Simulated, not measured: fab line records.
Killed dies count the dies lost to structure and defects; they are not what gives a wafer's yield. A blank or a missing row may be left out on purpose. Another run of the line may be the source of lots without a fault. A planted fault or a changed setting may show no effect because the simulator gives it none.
Which tool did it? || flow gf180mcu || 13 lots with 39 wafers sampled at 2 steps, on a route of 602 steps

== WHAT THE GAUGES SHOWED, per wafer ==
GF_M3_THK_MEAS_06: measures by xrf. Usual: M3_ALCU_THK typically reads 452 nm, with standard deviation 5.5.
{"lot": "L953", "measured": "day 20 15:44", "on": "film_metro-02", "M3_ALCU_THK (nm)": "448 449 445", "flag": ""}
{"lot": "L956", "measured": "day 21 22:17", "on": "film_metro-01", "M3_ALCU_THK (nm)": "460 453 450", "flag": ""}
{"lot": "L957", "measured": "day 22 08:46", "on": "film_metro-02", "M3_ALCU_THK (nm)": "448 450 447", "flag": ""}
{"lot": "L958", "measured": "day 22 10:48", "on": "film_metro-01", "M3_ALCU_THK (nm)": "455 458 462", "flag": ""}
{"lot": "L959", "measured": "day 23 04:16", "on": "film_metro-04", "M3_ALCU_THK (nm)": "455 451 451", "flag": ""}
{"lot": "L960", "measured": "day 23 07:09", "on": "film_metro-02", "M3_ALCU_THK (nm)": "449 445 450", "flag": ""}
{"lot": "L961", "measured": "day 23 14:06", "on": "film_metro-01", "M3_ALCU_THK (nm)": "450 441 443", "flag": ""}
{"lot": "L962", "measured": "day 24 04:26", "on": "film_metro-02", "M3_ALCU_THK (nm)": "447 453 456", "flag": ""}
{"lot": "L963", "measured": "day 24 12:30", "on": "film_metro-02", "M3_ALCU_THK (nm)": "448 450 449", "flag": ""}
{"lot": "L964", "measured": "day 24 18:49", "on": "film_metro-04", "M3_ALCU_THK (nm)": "443 453 453", "flag": ""}
{"lot": "L968", "measured": "day 26 02:51", "on": "film_metro-02", "M3_ALCU_THK (nm)": "459 446 449", "flag": ""}
{"lot": "L974", "measured": "day 27 16:34", "on": "film_metro-02", "M3_ALCU_THK (nm)": "457 449 448", "flag": ""}
{"lot": "L975", "measured": "day 28 08:50", "on": "film_metro-02", "M3_ALCU_THK (nm)": "456 462 460", "flag": ""}

GF_M3_OVL_MEAS_15. Usual: M3_OVL typically reads 5 nm, with standard deviation 4.4.
{"lot": "L953", "measured": "day 21 15:10", "on": "overlay-01", "M3_OVL (nm)": "0 3 1", "flag": ""}
{"lot": "L956", "measured": "day 22 21:37", "on": "overlay-02", "M3_OVL (nm)": "3 7 7", "flag": ""}
{"lot": "L957", "measured": "day 23 07:17", "on": "overlay-02", "M3_OVL (nm)": "8 8 9", "flag": ""}
{"lot": "L958", "measured": "day 23 09:32", "on": "overlay-02", "M3_OVL (nm)": "5 0 9", "flag": ""}
{"lot": "L959", "measured": "day 24 02:15", "on": "overlay-01", "M3_OVL (nm)": "1 1 -4", "flag": ""}
{"lot": "L960", "measured": "day 24 05:17", "on": "overlay-01", "M3_OVL (nm)": "9 10 7", "flag": ""}
{"lot": "L961", "measured": "day 24 12:00", "on": "overlay-02", "M3_OVL (nm)": "1 4 0", "flag": ""}
{"lot": "L962", "measured": "day 25 02:56", "on": "overlay-01", "M3_OVL (nm)": "-1 6 8", "flag": ""}
{"lot": "L963", "measured": "day 25 10:14", "on": "overlay-01", "M3_OVL (nm)": "4 5 -1", "flag": ""}
{"lot": "L964", "measured": "day 25 15:38", "on": "overlay-02", "M3_OVL (nm)": "5 2 5", "flag": ""}
{"lot": "L968", "measured": "day 26 22:41", "on": "overlay-02", "M3_OVL (nm)": "12 12 9", "flag": ""}
{"lot": "L974", "measured": "day 28 12:18", "on": "overlay-01", "M3_OVL (nm)": "8 4 2", "flag": ""}
{"lot": "L975", "measured": "day 29 04:00", "on": "overlay-01", "M3_OVL (nm)": "14 8 10", "flag": ""}

== WHAT TOOL EACH LOT RAN ON (gives the tool, then ch and the chambers of the sampled wafers, and finally the start) ==
The record shows no process step preceding these readings.

== AS READ BY THE TOOLS THEMSELVES (means over the sampled wafers that have a number; for cases with no such wafer, the mark the record gives instead) ==
The record holds no such reading with a usual standard deviation.

== THE ANSWER, worked out from the rows above alone ==
Rule: lot off if the mean of its wafers having a number is beyond 3 standard deviations from the usual mean. A lot without any number at a reading at which 4 lots or more have one is off too. Where the step has rows for the other lots, those lots are counted as sound. First the gauges in route order, then the tools' own readings, where a lot's mean is used as printed above. At the first step where some lot is off, the reading lying furthest off is the one used; lots without a number count as furthest.
No lot is off on any of the readings shown, so nothing can be concluded from this.

== WHAT THE SIMULATOR HAD PUT IN ==
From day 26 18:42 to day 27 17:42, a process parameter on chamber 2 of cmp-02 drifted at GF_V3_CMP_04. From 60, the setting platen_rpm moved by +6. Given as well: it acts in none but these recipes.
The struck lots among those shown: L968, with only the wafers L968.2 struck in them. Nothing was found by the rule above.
